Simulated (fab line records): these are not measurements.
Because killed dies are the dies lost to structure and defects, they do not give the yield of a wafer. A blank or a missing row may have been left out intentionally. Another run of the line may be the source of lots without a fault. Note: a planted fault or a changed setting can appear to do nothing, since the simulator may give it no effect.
A struck lot beside a sound one + flow sky130 + 18 out of 708 route steps
Sound: the wafers L856.2, L856.3, L856.6. The struck wafers were L843.3, L843.5, L843.6. The cause comes at the end.
Per side, at each step with rows, come the tool, then ch with its chambers, and then its first start. Under that, the readings that differ: sound wafers + struck wafers + difference of the means + sigmas: that difference in standard deviations of wafers without a fault.
alike: readings whose means differ by less than 2 such deviations, and words and numbers that are the same on both sides. not compared: withheld readings, readings that some wafer has no value for, bounds like >300 that may hide the same value, and numbers for which the record gives no deviation and whose values overlap.
A row with sigmas, a row that says differs or no value, or rows on one side alone: a step with any of these is where the two part. Numbers that don't overlap but have no deviation are shown without sigmas and don't part them. Lack of a reading on every wafer of one side parts them only where that side has two or more wafers.

first, 5 steps without rows for these wafers: SKY_VIA4_COAT_06 (resist thk 1140 nm); SKY_VIA4_SOFTBAKE_07 (time 60 s); SKY_VIA4_EXPOSE_08 (exposes mask VIM4, target cd 800 nm); SKY_VIA4_PEB_09; SKY_VIA4_DEVELOP_10 (develop time 60 s).
SKY_VIA4_OVL_MEAS_11:
  sound on overlay-01 at day 47 03:43; struck on overlay-02 at day 44 03:28
  alike: VIA4_OVL
SKY_VIA4_ETCH_12: etches SiO2 in C4F8/O2/Ar, stops on TiN, target depth 580 nm.
  sound on rie diel-01 ch 0,3, day 47 03:44; struck on rie diel-01 ch 0,1,3, day 44 03:30
  alike: oes product au
SKY_VIA4_STRIP_13: strips in O2/N2.
  sound on plasma asher-03 ch 0, day 47 03:49; struck on plasma asher-02 ch 0,1, day 44 03:36
  alike: drypump motor current A, o2 flow sccm, oes product au, strip time to endpoint s
  not compared: rf hours counter h
then, 3 steps without rows for these wafers: SKY_VIA4_STRIP_14 (strips in post etch residue remover, time 1200 s); SKY_VIA4_CLEAN_15 (cleans in IPA, time 180 s); SKY_VIA4_CLEAN_16 (cleans in O3/DIW).
SKY_VIA4_SPUTTER_17: material TiN, target thk 20 nm, time 80 s.
  sound on pvd sputter-01 at day 47 04:25; struck on pvd sputter-03 at day 44 04:10
  alike: throttle valve pct
SKY_VIA4_CVD_18: deposits W, target thk 505 nm, time 152.14 s.
  sound on cvd w-02 ch 0,1, day 47 04:28; struck on cvd w-02 ch 0,1, day 44 04:51
  alike: heater power w
  not compared: since wet clean h
SKY_VIA4_RS_MEAS_19: measures by four-point-probe.
  sound on film metro-01 at day 47 04:39; struck on film metro-03 at day 44 05:01
| reading            | sound             | struck            | difference | sigmas |
|--------------------|-------------------|-------------------|------------|--------|
| VIA4_W_RS (ohm/sq) | 0.222 0.230 0.229 | 0.111 0.113 0.111 | -0.115     | -33    |
SKY_VIA4_THK_MEAS_20: measures by xrf.
  sound on film metro-01 at day 47 04:46; struck on film metro-03 at day 44 05:08
  not compared: VIA4_W_THK
SKY_VIA4_CMP_21: polishes, stops on SiO2, t overpolish 25 s, target thk 0 nm.
  sound on cmp-02 ch 1,2,3, day 47 04:53; struck on cmp-01 ch 0,1, day 44 05:20
| reading                | sound       | struck      | difference | sigmas |
|------------------------|-------------|-------------|------------|--------|
| time to endpoint s (s) | 118 125 114 | 239 242 244 | +123       | +20    |
  alike: motor current A, overpolish run s, slurry flow ml min
SKY_METAL5_SPUTTER_00: material Ti, target thk 15 nm, time 10 s.
  sound on pvd sputter-01 at day 47 05:11; struck on pvd sputter-01 at day 44 05:38
  alike: throttle valve pct
after that, 1 step had no rows for these wafers: SKY_PAD_OPEN_PROBE_99.

== WHERE THEY PART ==
Last at SKY_VIA4_CMP_21 as far as this record goes, first at SKY_VIA4_RS_MEAS_19. Later steps at which nothing parts them and some readings are alike: SKY_METAL5_SPUTTER_00.

WHY: what had been put in by the simulator
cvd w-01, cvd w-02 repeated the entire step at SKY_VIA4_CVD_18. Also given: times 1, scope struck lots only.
